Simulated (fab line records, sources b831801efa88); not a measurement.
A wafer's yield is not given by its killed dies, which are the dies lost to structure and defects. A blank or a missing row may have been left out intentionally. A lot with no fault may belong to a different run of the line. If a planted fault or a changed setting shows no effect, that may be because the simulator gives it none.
fab line records | flow sky130 | part 2 of 2: steps 27 to 37 of 37
record lots=5 wafers=15 lastDay=48
route steps=708 shown CAP2M@612 METAL4@621 VIA4@639
lots untouched by any fault: they come from a run of this same line in which no faults occurred
startH: the number of hours between the record's first day and the start of the first shown wafer of the lot | waitH: hours elapsed since this lot's preceding step | " as in the row above | L1.1+2: several wafers, shown together as one row | - no value, or no start was given | * or withheld: withheld | < > ~ a bound
route shown NAME@n: a module of which the file shows steps, and the number in the route of the first | usual: mean and standard deviation over wafers with no fault | same: alike in all rows | chamber/n: place in a boat | sites: each site's reading | _std_site: the standard deviation of these | _edge_site: outer sites' mean less inner sites' | radiusMm: for every site, how far away it sits from the centre of the wafer | mask NAME#n: copy n | behind: the tool/chamber that last shaped the wafer | hold: reason for holding the lot/hours on hold/outcome of the hold | device: names the non-switching transistor (n, p or np) | end of line: the tests these same wafers got at the end of their route | for a step that has no rows: nothing shown but its recipe | killed: dies lost to structure and defects at the first sort, not the wafer's yield | map: dies across one wafer; x = killed, . = not, _ = none there
set.NAME: the setting that was run; set.NAME@STEP: the one run at that earlier step | model.NAME: the simulator's own value behind a step, which no gauge read
lots at selected steps of the route; one table per step, one row per wafer
services: from which hour (startH, from the record's first day; less than 0 if before it) a tool's chamber was out of use, for how many hours, and why
## steps
# step SKY_METAL4_CLEAN_22
# recipe chemistry=O3/DIW dry=n2Spin
# columns lot.wafer tool chamber startH waitH
L079.2+4+5 wetBench-03 0 1013.02 0.0
L081.2+3+6 wetBench-01 0 1027.33 0.0
L085.4+5+6 wetBench-03 3 1054.42 0.0
L087.1+2+5 wetBench-03 1 1068.57 0.0
L088.1+4+6 wetBench-03 3 1073.24 0.0
# step SKY_VIA4_HDPCVD_00
# recipe material=SiO2 targetThkNm=1750 sigmaOpenFrac=0.3 timeS=291.7 tempC=400 sih4FlowSccm=60 pressureMtorr=6
# columns lot.wafer tool chamber startH waitH
L079.2+4+5 hdpcvd-02 0,1,2 1013.11 0.0
L081.2+3+6 hdpcvd-02 1,0,1 1027.42 0.0
L085.4+5+6 hdpcvd-01 2,1,0 1054.69 0.1
L087.1+2+5 hdpcvd-01 1,0,1 1068.67 0.0
L088.1+4+6 hdpcvd-02 1,0,1 1073.34 0.0
# step SKY_VIA4_THK_MEAS_01
# recipe reads=SiO2_of_VIA4_HDPCVD_00
# usual VIA4_HDPCVD_THK=1750/17
# columns lot.wafer tool chamber startH waitH VIA4_HDPCVD_THK[nm]
L079.2 filmMetro-01 - 1013.45 0.2 1753
L079.4 " - " " 1742
L079.5 " - " " 1761
L081.2 filmMetro-03 - 1027.61 0.1 1758
L081.3 " - " " 1738
L081.6 " - " " 1763
L085.4 filmMetro-04 - 1054.81 0.0 1735
L085.5 " - " " 1724
L085.6 " - " " 1733
L087.1 filmMetro-01 - 1068.84 0.1 1774
L087.2 " - " " 1774
L087.5 " - " " 1770
L088.1 filmMetro-03 - 1073.52 0.1 1769
L088.4 " - " " 1774
L088.6 " - " " 1785
# step SKY_VIA4_CMP_02
# recipe material=SiO2 downForcePsi=4 platenRpm=60 padVelocityMS=0.94248
# usual motorCurrentA=12.4/1.1 retainingRingPressureFrac=1.000/0.0051
# columns lot.wafer tool chamber startH waitH motorCurrentA retainingRingPressureFrac
L079.2 cmp-01 0 1013.50 0.0 10.1 1.003
L079.4 " 3 " " 11.8 0.992
L079.5 " 0 " " 10.0 1.006
L081.3 cmp-01 1 1027.71 0.1 12.1 0.998
L081.2 " 3 " " 12.2 0.999
L081.6 " 0 " " 10.4 1.007
L085.4 cmp-02 1 1054.98 0.2 11.4 0.999
L085.6 " 3 " " 12.5 0.999
L085.5 " 0 " " 14.0 1.009
L087.1 cmp-01 1 1069.00 0.1 12.4 1.006
L087.2 " 2 " " 12.7 0.988
L087.5 " 3 " " 13.2 1.007
L088.1 cmp-01 2 1073.84 0.3 13.0 0.998
L088.4 " 3 " " 12.2 0.997
L088.6 " 2 " " 13.0 1.002
# step SKY_VIA4_BOW_MEAS_03
# recipe mode=bow
# usual VIA4_BOW=80/8.2
# columns lot.wafer tool chamber startH waitH VIA4_BOW[um]
L079.2 filmMetro-01 - 1013.82 0.3 85
L079.4 " - " " 72
L079.5 " - " " 92
L081.2 filmMetro-01 - 1027.98 0.1 97
L081.3 " - " " 100
L081.6 " - " " 89
L085.4 filmMetro-04 - 1055.24 0.2 90
L085.5 " - " " 82
L085.6 " - " " 86
L087.1 filmMetro-04 - 1069.20 0.1 64
L087.2 " - " " 77
L087.5 " - " " 73
L088.1 filmMetro-01 - 1074.14 0.2 78
L088.4 " - " " 68
L088.6 " - " " 78
# step SKY_VIA4_DEHYDRATE_04
# recipe tempC=200 timeS=60
# usual chillPlateTempC=23.03/0.13
# columns lot.wafer tool chamber startH waitH chillPlateTempC
L079.2 lithoTrack-02 0 1025.17 11.3 23.01
L079.4 " 0 " " 23.08
L079.5 " 0 " " 23.26
L081.2 lithoTrack-04 0 1038.15 10.1 23.07
L081.3 " 0 " " 23.05
L081.6 " 0 " " 22.99
L085.4 lithoTrack-02 0 1065.77 10.5 22.84
L085.5 " 0 " " 23.00
L085.6 " 0 " " 23.19
L087.1 lithoTrack-03 0 1079.19 10.0 23.02
L087.2 " 0 " " 23.10
L087.5 " 0 " " 23.05
L088.1 lithoTrack-04 0 1083.32 9.2 23.24
L088.4 " 0 " " 23.16
L088.6 " 0 " " 22.94
# step SKY_VIA4_HMDS_05
# recipe primeTimeS=60 primeTempC=120
# usual chillPlateTempC=23.01/0.1
# columns lot.wafer tool chamber startH waitH chillPlateTempC
L079.2 lithoTrack-02 0 1025.32 0.1 23.11
L079.4 " 0 " " 23.20
L079.5 " 0 " " 23.08
L081.2 lithoTrack-04 0 1038.30 0.1 23.06
L081.3 " 0 " " 22.93
L081.6 " 0 " " 23.09
L085.4 lithoTrack-02 0 1065.92 0.1 22.95
L085.5 " 0 " " 22.86
L085.6 " 0 " " 23.03
L087.1 lithoTrack-03 0 1079.34 0.1 22.95
L087.2 " 0 " " 23.08
L087.5 " 0 " " 22.95
L088.1 lithoTrack-04 0 1083.47 0.1 23.02
L088.4 " 0 " " 22.85
L088.6 " 0 " " 22.95
# step SKY_VIA4_COAT_06
# recipe resist=NOVOLAK spinRpm=3000 resistThkNm=1140
# usual chillPlateTempC=23.01/0.098
# columns lot.wafer tool chamber startH waitH chillPlateTempC
L079.2 lithoTrack-02 0 1025.47 0.1 22.96
L079.4 " 0 " " 22.82
L079.5 " 0 " " 23.03
L081.2 lithoTrack-04 0 1038.45 0.1 22.91
L081.3 " 0 " " 22.91
L081.6 " 0 " " 22.89
L085.4 lithoTrack-02 0 1066.07 0.1 23.03
L085.5 " 0 " " 23.05
L085.6 " 0 " " 22.92
L087.1 lithoTrack-03 0 1079.49 0.1 23.17
L087.2 " 0 " " 23.02
L087.5 " 0 " " 23.07
L088.1 lithoTrack-04 0 1083.62 0.1 23.13
L088.4 " 0 " " 23.19
L088.6 " 0 " " 23.13
# step SKY_VIA4_SOFTBAKE_07
# recipe tempC=90 timeS=60 resist=NOVOLAK
# usual chillPlateTempC=23.03/0.11
# columns lot.wafer tool chamber startH waitH chillPlateTempC
L079.2 lithoTrack-02 0 1025.62 0.1 23.01
L079.4 " 0 " " 22.89
L079.5 " 0 " " 22.90
L081.2 lithoTrack-04 0 1038.60 0.1 22.83
L081.3 " 0 " " 23.01
L081.6 " 0 " " 22.89
L085.4 lithoTrack-02 0 1066.22 0.1 23.03
L085.5 " 0 " " 23.14
L085.6 " 0 " " 22.91
L087.1 lithoTrack-03 0 1079.64 0.1 22.87
L087.2 " 0 " " 22.85
L087.5 " 0 " " 22.79
L088.1 lithoTrack-04 0 1083.77 0.1 23.02
L088.4 " 0 " " 22.93
L088.6 " 0 " " 23.05
# step SKY_VIA4_EXPOSE_08
# recipe maskId=VIM4 na=0.6 sourceShape=conventional sigmaOuter=0.6 polarization=unpolarized targetCdNm=800 doseMj=132
# columns lot.wafer tool chamber startH waitH mask
L079.2+4+5 ilineStepper-01 0 - - VIM4#0
L081.2+3+6 ilineStepper-02 0 - - VIM4#0
L085.4+5+6 ilineStepper-01 0 - - VIM4#0
L087.1+2+5 ilineStepper-01 0 - - VIM4#0
L088.1+4+6 ilineStepper-02 0 - - VIM4#0
# step SKY_VIA4_PEB_09
# recipe tempC=withheld timeS=* resist=NOVOLAK
# usual chillPlateTempC=*
# columns lot.wafer tool chamber startH waitH chillPlateTempC
L079.2 lithoTrack-02 0 - - *
L079.4 " 0 " " *
L079.5 " 0 " " *
L081.2 lithoTrack-03 0 - - *
L081.3 " 0 " " *
L081.6 " 0 " " *
L085.4 lithoTrack-03 0 - - *
L085.5 " 0 " " *
L085.6 " 0 " " *
L087.1 lithoTrack-04 0 - - *
L087.2 " 0 " " *
L087.5 " 0 " " *
L088.1 lithoTrack-04 0 - - *
L088.4 " 0 " " *
L088.6 " 0 " " *
## services
# columns tool chamber startH hours kind
plasmaAsher-01 - 957.83 2.3 repair
rieMetal-01 - 960.36 0.6 repair
cmp-01 - 973.90 0.6 repair
krfScanner-01 - 983.36 1.4 repair
krfScanner-01 - 1000.84 0.8 pm
krfScanner-02 - 1003.80 3.6 pm
krfScanner-01 - 1007.36 1.0 pm
ilineStepper-02 - 1029.54 1.7 repair
wetBench-01 - 1032.20 42.6 pm
krfScanner-01 - 1037.79 4.4 pm
krfScanner-01 - 1042.96 0.8 pm
ilineStepper-02 - 1045.86 6.0 repair
wetBench-02 - 1047.92 2.6 repair
plasmaAsher-02 - 1048.43 1.0 repair
ilineStepper-02 - 1050.39 0.9 repair
rieMetal-03 - 1058.42 2.8 pm
plasmaAsher-01 - 1060.11 0.4 repair
cmp-01 - 1062.45 6.1 pm
ilineStepper-02 - 1065.93 1.7 pm
hdpcvd-02 - 1069.92 0.8 repair
cmp-01 - 1071.74 0.4 repair
plasmaAsher-02 - 1072.43 6.4 repair
krfScanner-01 - 1083.10 1.3 pm
krfScanner-01 - 1087.10 0.3 repair
